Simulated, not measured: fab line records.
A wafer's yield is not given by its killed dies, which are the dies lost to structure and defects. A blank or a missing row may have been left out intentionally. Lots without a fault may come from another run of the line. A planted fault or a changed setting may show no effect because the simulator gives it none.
Which tool is to blame? | flow sky130 | 15 lots with 45 wafers sampled at 6 steps, on a route of 708 steps

WHAT EACH GAUGE READ, for each wafer
SKY_VT_ADJUST_HVTR_OVL_MEAS_08. Usual: VT_ADJUST_HVTR_OVL -0.2 nm, standard deviation 1.4.
lot  | measured     | on         | VT_ADJUST_HVTR_OVL (nm) | flag
L110 | day 9 06:47  | overlay-01 | -1.9 -1.3 -0.8          |
L111 | day 9 07:44  | overlay-01 | 0.7 0.3 0.2             |
L114 | day 10 21:20 | overlay-01 | -1.6 -1.0 -0.5          |
L115 | day 11 07:47 | overlay-01 | -0.6 0.2 -1.2           |
L117 | day 11 12:41 | overlay-01 | -0.3 -0.5 -3.3          |
L119 | day 12 02:50 | overlay-01 | -2.4 0.4 -1.9           |
L120 | day 12 13:50 | overlay-01 | 0.3 2.0 3.0             |
L121 | day 12 18:17 | overlay-02 | 0.6 0.4 1.4             |
L125 | day 13 18:08 | overlay-02 | -1.5 -1.1 -1.9          |
L126 | day 14 04:37 | overlay-02 | -0.8 0.6 -0.6           |
L128 | day 14 17:38 | overlay-01 | 0.8 1.7 -0.1            |
L129 | day 15 09:37 | overlay-02 | 1.3 1.7 1.2             |
L130 | day 16 08:47 | overlay-02 | 2.1 1.7 2.6             |
L132 | day 16 10:01 | overlay-02 | -1.7 -4.0 -1.3          |
L133 | day 16 14:53 | overlay-01 | -0.6 -2.2 -2.4          |

SKY_VT_ADJUST_PCH_OVL_MEAS_07. Usual: VT_ADJUST_PCH_OVL 0.9 nm, standard deviation 1.4.
lot  | measured     | on         | VT_ADJUST_PCH_OVL (nm) | flag
L110 | day 10 04:37 | overlay-01 | 1.0 0.1 1.5            |
L111 | day 10 05:34 | overlay-02 | 0.8 -0.1 -0.1          |
L114 | day 11 20:06 | overlay-02 | 3.3 3.4 3.4            |
L115 | day 12 06:50 | overlay-01 | 0.6 0.3 0.6            |
L117 | day 12 13:01 | overlay-01 | 1.1 0.8 -1.5           |
L119 | day 13 03:55 | overlay-01 | 0.9 1.8 1.3            |
L120 | day 13 14:59 | overlay-02 | 0.5 -0.1 0.3           |
L121 | day 13 20:29 | overlay-02 | 0.3 -0.1 -0.8          |
L125 | day 14 20:28 | overlay-01 | 1.2 0.2 0.2            |
L126 | day 15 07:22 | overlay-02 | -1.2 0.9 -0.6          |
L128 | day 15 20:47 | overlay-01 | 1.9 2.3 2.2            |
L129 | day 16 13:01 | overlay-02 | 0.0 0.8 0.2            |
L130 | day 17 13:13 | overlay-01 | -2.3 -0.7 -2.4         |
L132 | day 17 15:04 | overlay-02 | 0.8 2.5 0.0            |
L133 | day 17 19:16 | overlay-01 | 4.3 1.1 4.2            |

SKY_SONOS_ONO_OVL_MEAS_14. Usual: SONOS_ONO_OVL 0.6 nm, standard deviation 1.4.
lot  | measured     | on         | SONOS_ONO_OVL (nm) | flag
L110 | day 12 06:47 | overlay-02 | -1.2 2.2 2.1       |
L111 | day 12 08:14 | overlay-02 | 2.0 1.2 0.6        |
L114 | day 14 02:02 | overlay-01 | 2.4 1.6 2.5        |
L115 | day 14 18:14 | overlay-01 | 2.5 2.7 2.6        |
L117 | day 15 02:39 | overlay-01 | 1.0 1.8 2.4        |
L119 | day 15 13:23 | overlay-01 | 0.7 -1.3 -2.0      |
L120 | day 16 01:08 | overlay-01 | 1.0 -1.0 0.3       |
L121 | day 16 06:26 | overlay-01 | 1.2 -0.7 0.8       |
L125 | day 17 06:53 | overlay-01 | 0.1 -0.7 -0.9      |
L126 | day 17 20:59 | overlay-02 | -0.3 -0.6 -0.5     |
L128 | day 18 18:47 | overlay-02 | 1.7 1.8 2.8        |
L129 | day 19 05:43 | overlay-01 | 0.1 0.5 1.3        |
L130 | day 20 08:47 | overlay-01 | 2.0 0.6 1.2        |
L132 | day 20 08:41 | overlay-02 | 0.3 -0.2 -0.8      |
L133 | day 20 12:18 | overlay-02 | 0.7 1.8 -1.7       |

SKY_LDD_N_TW_MEAS_17. Usual: LDD_N_TW 2561, standard deviation 24.
lot  | measured     | on            | LDD_N_TW       | flag
L110 | day 17 12:16 | film metro-01 | 2542 2553 2557 |
L111 | day 17 11:58 | film metro-01 | 2574 2555 2554 |
L114 | day 19 10:57 | film metro-04 | 2537 2530 2545 |
L115 | day 20 02:59 | film metro-04 | 2556 2567 2540 |
L117 | day 20 10:40 | film metro-01 | 2972 2965 2971 | OFF
L119 | day 21 04:27 | film metro-01 | 2968 2940 2949 | OFF
L120 | day 21 18:10 | film metro-01 | 2543 2544 2549 |
L121 | day 21 18:22 | film metro-03 | 3009 3031 3026 | OFF
L125 | day 23 00:34 | film metro-04 | 2553 2565 2560 |
L126 | day 23 11:33 | film metro-04 | 2557 2557 2566 |
L128 | day 24 09:28 | film metro-03 | 2599 2590 2587 |
L129 | day 25 11:00 | film metro-01 | 2532 2533 2537 |
L130 | day 25 23:06 | film metro-01 | 2537 2536 2526 |
L132 | day 25 21:12 | film metro-04 | 2538 2538 2545 |
L133 | day 26 03:34 | film metro-01 | 2553 2566 2574 |

EACH LOT AND THE TOOL THAT RAN IT (in order: tool; ch and the chambers of the sampled wafers; start)
lot  | SKY_LDD_N_IMPLANT_08            | SKY_LDD_N_STRIP_16
L110 | implanter-01 ch 0, day 17 10:58 | plasma asher-04 ch 0, day 17 12:09
L111 | implanter-02 ch 0, day 17 10:40 | plasma asher-01 ch 0, day 17 11:51
L114 | implanter-03 ch 0, day 19 09:39 | plasma asher-02 ch 0,1, day 19 10:51
L115 | implanter-01 ch 0, day 20 01:43 | plasma asher-02 ch 0,1, day 20 02:54
L117 | implanter-03 ch 0, day 20 09:23 | plasma asher-02 ch 0,1, day 20 10:34
L119 | implanter-03 ch 0, day 21 03:09 | plasma asher-04 ch 0,1, day 21 04:21
L120 | implanter-02 ch 0, day 21 16:52 | plasma asher-02 ch 0, day 21 18:03
L121 | implanter-03 ch 0, day 21 17:06 | plasma asher-04 ch 0,1, day 21 18:17
L125 | implanter-02 ch 0, day 22 23:17 | plasma asher-01 ch 1, day 23 00:27
L126 | implanter-01 ch 0, day 23 10:15 | plasma asher-02 ch 0,1, day 23 11:27
L128 | implanter-02 ch 0, day 24 08:10 | plasma asher-04 ch 0,1, day 24 09:21
L129 | implanter-01 ch 0, day 25 09:42 | plasma asher-01 ch 0, day 25 10:54
L130 | implanter-02 ch 0, day 25 21:48 | plasma asher-04 ch 0,1, day 25 23:00
L132 | implanter-03 ch 0, day 25 19:54 | plasma asher-02 ch 0,1, day 25 21:06
L133 | implanter-02 ch 0, day 26 02:16 | plasma asher-01 ch 0,1, day 26 03:27
- SKY_LDD_N_IMPLANT_08
- SKY_LDD_N_STRIP_16: strips in O2/N2.

WHAT THE TOOLS THEMSELVES READ (means of the sampled wafers that have a number; where no wafer has one, the mark that the record gives instead)
SKY_LDD_N_IMPLANT_08. Usual: beam on s 9.98 s, standard deviation 0.23; dose ions cm2 7.499e+13, standard deviation 8.1e+10; faraday current uA 423, standard deviation 9.5; rotation deg 22.998 degrees, standard deviation 0.02.
lot  | tool         | beam on s (s) | dose ions cm2 | faraday current uA | rotation deg (degrees) | flag
L110 | implanter-01 | 9.85          | 7.495e+13     | 430                | 23.000                 |
L111 | implanter-02 | 9.69          | 7.500e+13     | 435                | 22.991                 |
L114 | implanter-03 | 9.88          | 7.500e+13     | 425                | 23.006                 |
L115 | implanter-01 | 10.19         | 7.494e+13     | 417                | 22.991                 |
L117 | implanter-03 | 78.38         | 7.109e+14     | 511                | 23.001                 | OFF
L119 | implanter-03 | 75.32         | 7.108e+14     | 532                | 22.991                 | OFF
L120 | implanter-02 | 9.90          | 7.484e+13     | 427                | 22.980                 |
L121 | implanter-03 | 76.99         | 7.110e+14     | 521                | 23.016                 | OFF
L125 | implanter-02 | 9.76          | 7.497e+13     | 433                | 23.003                 |
L126 | implanter-01 | 10.02         | 7.501e+13     | 422                | 23.011                 |
L128 | implanter-02 | 10.12         | 7.498e+13     | 420                | 22.991                 |
L129 | implanter-01 | 9.85          | 7.497e+13     | 429                | 22.976                 |
L130 | implanter-02 | 10.12         | 7.498e+13     | 417                | 22.994                 |
L132 | implanter-03 | 9.98          | 7.512e+13     | 424                | 22.992                 |
L133 | implanter-02 | 10.03         | 7.497e+13     | 422                | 23.030                 |

SKY_LDD_N_STRIP_16. Usual: drypump motor current A 5.6 A, standard deviation 0.49; oes product au 0.407 a.u., standard deviation 0.0045; strip time to endpoint s 4.310 s, standard deviation 0.016.
lot  | tool            | drypump motor current A (A) | oes product au (a.u.) | strip time to endpoint s (s) | flag
L110 | plasma asher-04 | 6.6                         | 0.408                 | 4.347                        |
L111 | plasma asher-01 | 5.7                         | 0.408                 | 4.300                        |
L114 | plasma asher-02 | 5.7                         | 0.410                 | 4.310                        |
L115 | plasma asher-02 | 5.8                         | 0.405                 | 4.327                        |
L117 | plasma asher-02 | 5.7                         | 0.402                 | 5.669                        | OFF
L119 | plasma asher-04 | 5.8                         | 0.402                 | 5.670                        | OFF
L120 | plasma asher-02 | 5.7                         | 0.409                 | 4.321                        |
L121 | plasma asher-04 | 6.2                         | 0.400                 | 5.634                        | OFF
L125 | plasma asher-01 | 5.0                         | 0.411                 | 4.325                        |
L126 | plasma asher-02 | 5.7                         | 0.405                 | 4.314                        |
L128 | plasma asher-04 | 5.8                         | 0.413                 | 4.322                        |
L129 | plasma asher-01 | 5.7                         | 0.407                 | 4.304                        |
L130 | plasma asher-04 | 5.8                         | 0.408                 | 4.314                        |
L132 | plasma asher-02 | 5.7                         | 0.410                 | 4.310                        |
L133 | plasma asher-01 | 5.2                         | 0.400                 | 4.309                        |

THE ANSWER, worked out from the rows above alone
Rule: a lot is off if the mean of its wafers that have a number lies more than 3 standard deviations from the usual mean. A lot without any number at a reading at which 4 lots or more have one is off too. All remaining lots with rows at the step are treated as sound. After the gauges, taken in route order, come the tools' own readings; for these a lot's mean is taken, as printed above. At the first step where some lot is off, the reading lying furthest off is the one used; lots without a number count as furthest.
Off: L117, L119, L121, seen at SKY_LDD_N_TW_MEAS_17 (LDD_N_TW).
A tool fits if, at a process step before that reading, it ran every lot that is off, and no sound lot after the first of them. The gauges at SKY_LDD_N_TW_MEAS_17 aren't tried: what is off there is off at SKY_LDD_N_IMPLANT_08 too, on other tools, and a gauge's error can't cause that. Of those tried, none fits.

WHAT WAS PUT IN BY THE SIMULATOR
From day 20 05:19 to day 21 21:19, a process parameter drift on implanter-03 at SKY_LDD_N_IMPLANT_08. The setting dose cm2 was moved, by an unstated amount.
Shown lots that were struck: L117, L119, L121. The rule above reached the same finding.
